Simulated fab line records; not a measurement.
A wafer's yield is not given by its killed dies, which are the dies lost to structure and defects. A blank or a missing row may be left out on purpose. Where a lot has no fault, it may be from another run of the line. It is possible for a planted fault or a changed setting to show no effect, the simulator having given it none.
Which tool is to blame? | flow sky130 | 72 wafers from 24 lots sampled at 2 of the route's 708 steps

== WHAT THE GAUGES SHOWED, per wafer ==
SKY_VT_ADJUST_LVTN_OVL_MEAS_07.
lot  | measured     | on         | VT_ADJUST_LVTN_OVL (nm)
L074 | day 6 17:40  | overlay-01 | -1.7 0.4 -1.2
L075 | day 6 18:58  | overlay-02 | -0.8 -0.9 -0.6
L076 | day 7 09:43  | overlay-01 | -0.9 -1.7 -1.9
L077 | day 8 01:39  | overlay-01 | -0.4 -2.7 -1.2
L078 | day 8 06:18  | overlay-01 | -1.5 -1.4 -1.1
L080 | day 8 14:17  | overlay-01 | -2.1 -1.2 -0.1
L079 | day 8 16:08  | overlay-02 | -1.0 0.7 1.6
L081 | day 8 20:26  | overlay-01 | -1.2 -0.1 -0.9
L082 | day 9 04:16  | overlay-01 | -2.8 -2.7 -1.6
L083 | day 9 07:49  | overlay-02 | -3.4 -4.7 -2.2
L084 | day 9 16:04  | overlay-02 | -0.1 0.6 -0.6
L085 | day 9 21:35  | overlay-01 | -4.2 -5.1 -3.8
L086 | day 10 03:58 | overlay-02 | -1.6 -3.3 -4.8
L087 | day 10 08:44 | overlay-01 | -1.6 -1.9 -1.2
L088 | day 10 14:04 | overlay-01 | 0.6 -3.4 -2.9
L089 | day 10 18:04 | overlay-01 | 2.2 -1.7 0.0
L090 | day 11 03:04 | overlay-02 | -0.5 -2.0 -1.1
L091 | day 11 06:31 | overlay-01 | -0.2 -1.0 -0.8
L092 | day 11 13:35 | overlay-01 | -2.5 1.9 -0.6
L093 | day 12 05:04 | overlay-01 | -2.1 -2.1 -3.4
L095 | day 12 22:32 | overlay-01 | -2.5 -0.5 -1.7
L094 | day 12 23:54 | overlay-02 | -1.4 -1.6 -0.9
L096 | day 13 00:58 | overlay-02 | -1.6 -2.6 -1.6
L097 | day 13 06:50 | overlay-02 | -1.8 1.0 -1.6

SKY_POLY_CUT_OVL_MEAS_09.
lot  | measured     | on         | POLY_CUT_OVL (nm)
L074 | day 23 21:14 | overlay-02 | -2 -1 3
L075 | day 23 19:59 | overlay-01 | 1 5 5
L076 | day 24 17:04 | overlay-01 | -2 1 -2
L077 | day 25 13:14 | overlay-02 | 15 11 8
L078 | day 25 21:34 | overlay-01 | -8 -5 -3
L080 | day 26 10:08 | overlay-02 | 10 -6 3
L079 | day 26 11:44 | overlay-01 | 3 -7 6
L081 | day 26 18:59 | overlay-02 | -10 -5 -10
L082 | day 26 22:46 | overlay-01 | 1 2 4
L083 | day 27 10:40 | overlay-01 | 1 -1 0
L084 | day 28 01:05 | overlay-02 | -1 0 1
L085 | day 28 02:14 | overlay-02 | 4 -4 -2
L086 | day 28 13:16 | overlay-01 | 0 2 5
L087 | day 28 21:29 | overlay-01 | -7 -7 -7
L088 | day 29 02:53 | overlay-02 | -3 -4 -9
L089 | day 29 05:47 | overlay-01 | -3 -8 2
L090 | day 29 16:29 | overlay-02 | -8 -6 2
L091 | day 29 21:53 | overlay-01 | 5 4 1
L092 | day 30 12:38 | overlay-01 | 3 -5 0
L093 | day 31 10:20 | overlay-02 | -5 -1 4
L095 | day 31 20:11 | overlay-02 | 1 -1 -2
L094 | day 31 23:07 | overlay-01 | -2 -5 1
L096 | day 31 20:31 | overlay-01 | 1 11 0
L097 | day 32 03:26 | overlay-02 | 1 0 -1

== TOOL THAT RAN EACH LOT (tool first, then ch and the chambers of the sampled wafers, then the start) ==
There is no process step in the record ahead of these readings.

== AS READ BY THE TOOLS THEMSELVES (means over the sampled wafers that have a number; for cases with no such wafer, the mark the record gives instead) ==
The record holds no such reading with a usual standard deviation.

== THE ANSWER, worked out from the rows above alone ==
Rule: usual is defined by the lots themselves. Put in order of their means at a reading, lots are off if they are a third of the lots or fewer, leave a main group of 4 or more, and stand apart from it by a gap of 3 or more times the standard deviation of the main group's means; of several such gaps the widest counts. A main group whose means are all the same, to the digits that the tables above print for the reading, isn't used. Also off: a lot with no number at a reading for which 4 or more lots have one. Where the step has rows for the other lots, those lots are counted as sound. After the gauges, taken in route order, come the tools' own readings; for these a lot's mean is taken, as printed above. The first step at which some lot is off is used, and at that step the reading that is off furthest; a lot without a number counts as furthest.
No lot is off on any of the readings shown, so nothing can be concluded from this.

== WHAT WAS PUT IN BY THE SIMULATOR ==
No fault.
